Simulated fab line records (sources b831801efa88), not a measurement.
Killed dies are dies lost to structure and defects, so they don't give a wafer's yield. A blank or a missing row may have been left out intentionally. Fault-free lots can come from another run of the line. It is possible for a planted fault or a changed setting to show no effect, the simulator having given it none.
A lot that was struck, set against a sound lot / flow gf180mcu / 31 steps out of a route of 602
Sound: the wafers L918.2, L918.3, L918.5. Wafers struck: L924.1, L924.2, L924.4. Last of all comes the cause.
Order at every step that has rows: each side's tool, ch and its chambers, its first start. Under that, the readings that differ: sound wafers / struck wafers / difference of the means / sigmas: that difference in standard deviations of wafers without a fault.
alike: readings whose means differ by less than 2 such deviations, and words and numbers that are the same on both sides. not compared: withheld readings, readings that some wafer has no value for, bounds like >300 that may hide the same value, and numbers for which the record gives no deviation and whose values overlap.
Wherever a step has rows on one side only, a row that says differs or no value, or a row with sigmas, the two part there. When numbers do not overlap yet have no deviation, they are printed without sigmas and do not part them. A reading missing from all wafers of one side parts the sides only when that side holds two or more wafers.

first, 7 steps without rows for these wafers: GF_HV_LDD_DEHYDRATE_24 (time 60 s); GF_HV_LDD_HMDS_25 (prime time 60 s); GF_HV_LDD_COAT_26 (resist thk 1000 nm); GF_HV_LDD_SOFTBAKE_27 (time 60 s); GF_HV_LDD_EXPOSE_28 (exposes mask Nplus HV AREA, target cd 400 nm); GF_HV_LDD_PEB_29; GF_HV_LDD_DEVELOP_30 (develop time 60 s).
GF_HV_LDD_CD_MEAS_31: target cd 400 nm.
  sound on cd-sem-02 at day 12 01:19; struck on cd-sem-02 at day 14 11:00
  alike: cd-nm
GF_HV_LDD_OVL_MEAS_32:
  sound on overlay-01 at day 12 01:26; struck on overlay-01 at day 14 11:07
  alike: HV_LDD_02_OVL
then, 3 steps without rows for these wafers: GF_HV_LDD_IMPLANT_33; GF_HV_LDD_IMPLANT_34; GF_HV_LDD_IMPLANT_35.
GF_HV_LDD_IMPLANT_36:
  sound on implanter-03 ch 0, day 12 01:56; struck on implanter-02, day 14 11:37
  no value came back on the struck wafers for any of 5 readings (beam-energy-keV, beam-on-s (s) and others); on the sound wafers beam-energy-keV reads 59.977 60.006 60.009
GF_HV_LDD_STRIP_37: strips in O2/N2.
  sound on plasma-asher-04 ch 0,1, day 12 02:04; struck on plasma-asher-01 ch 0,1, day 14 11:46
  alike: drypump-motor-current-A, heater-power-w, oes-product-au, strip-time-to-endpoint-s
  not compared: rf-hours-counter-h
GF_HV_LDD_TW_MEAS_38:
  sound on film-metro-03 at day 12 02:10; struck on film-metro-04 at day 14 11:52
reading=HV_LDD_3_TW; sound=1422 1417 1419; struck=1301 1300 1299; difference=-119; sigmas=-21
then, 7 steps without rows for these wafers: GF_HV_LDD_DEHYDRATE_39 (time 60 s); GF_HV_LDD_HMDS_40 (prime time 60 s); GF_HV_LDD_COAT_41 (resist thk 1000 nm); GF_HV_LDD_SOFTBAKE_42 (time 60 s); GF_HV_LDD_EXPOSE_43 (exposes mask Pplus HV AREA, target cd 400 nm); GF_HV_LDD_PEB_44; GF_HV_LDD_DEVELOP_45 (develop time 60 s).
GF_HV_LDD_CD_MEAS_46: target cd 400 nm.
  sound on cd-sem-01 at day 12 21:52; struck on cd-sem-02 at day 15 08:37
  alike: cd-nm
GF_HV_LDD_OVL_MEAS_47:
  sound on overlay-01 at day 12 21:59; struck on overlay-02 at day 15 08:44
  alike: HV_LDD_03_OVL
next, for these wafers, 1 step has no rows: GF_HV_LDD_IMPLANT_48.
GF_HV_LDD_STRIP_49: strips in O2/N2.
  sound on plasma-asher-04 ch 0,1, day 12 22:10; struck on plasma-asher-01 ch 0,1, day 15 08:55
reading=oes-product-au (a.u.); sound=0.721 0.716 0.722; struck=0.710 0.706 0.710; difference=-0.011; sigmas=-2
  alike: drypump-motor-current-A, heater-power-w, strip-time-to-endpoint-s
  not compared: rf-hours-counter-h
GF_HV_LDD_TW_MEAS_50:
  sound on film-metro-01 at day 12 22:16; struck on film-metro-01 at day 15 09:01
reading=HV_LDD_4_TW; sound=562.6 559.3 560.0; struck=571.4 568.7 571.5; difference=+9.9; sigmas=+4
then, 1 step without rows for these wafers: GF_HV_LDD_CLEAN_51 (cleans in SC1/SC2, time 150 s).
GF_HV_LDD_RTA_52: time 10 s.
  sound on rtp-anneal-01 ch 0, day 12 22:23; struck on rtp-anneal-02 ch 0, day 15 09:11
reading=lamp-power-pct (%); sound=26 26 26; struck=36 36 36; difference=+10; sigmas=+2
  alike: wafer_temp_C_max
GF_HV_LDD_RS_MEAS_53: the measuring method here is four-point-probe.
  sound on film-metro-01 at day 12 22:27; struck on film-metro-04 at day 15 09:15
reading=HV_LDD_RS (ohm/sq); sound=419.6 420.1 418.6; struck=438.6 439.3 439.4; difference=+19.7; sigmas=+18
then, 1 step without rows for these wafers: GF_HV_LDD_CVD_54 (deposits SiO2 from TEOS, target thk 10 nm, time 75 s).

WHERE THEY PART
Last at GF_HV_LDD_RS_MEAS_53 as far as this record goes, first at GF_HV_LDD_IMPLANT_36.

WHY: what the simulator had put in
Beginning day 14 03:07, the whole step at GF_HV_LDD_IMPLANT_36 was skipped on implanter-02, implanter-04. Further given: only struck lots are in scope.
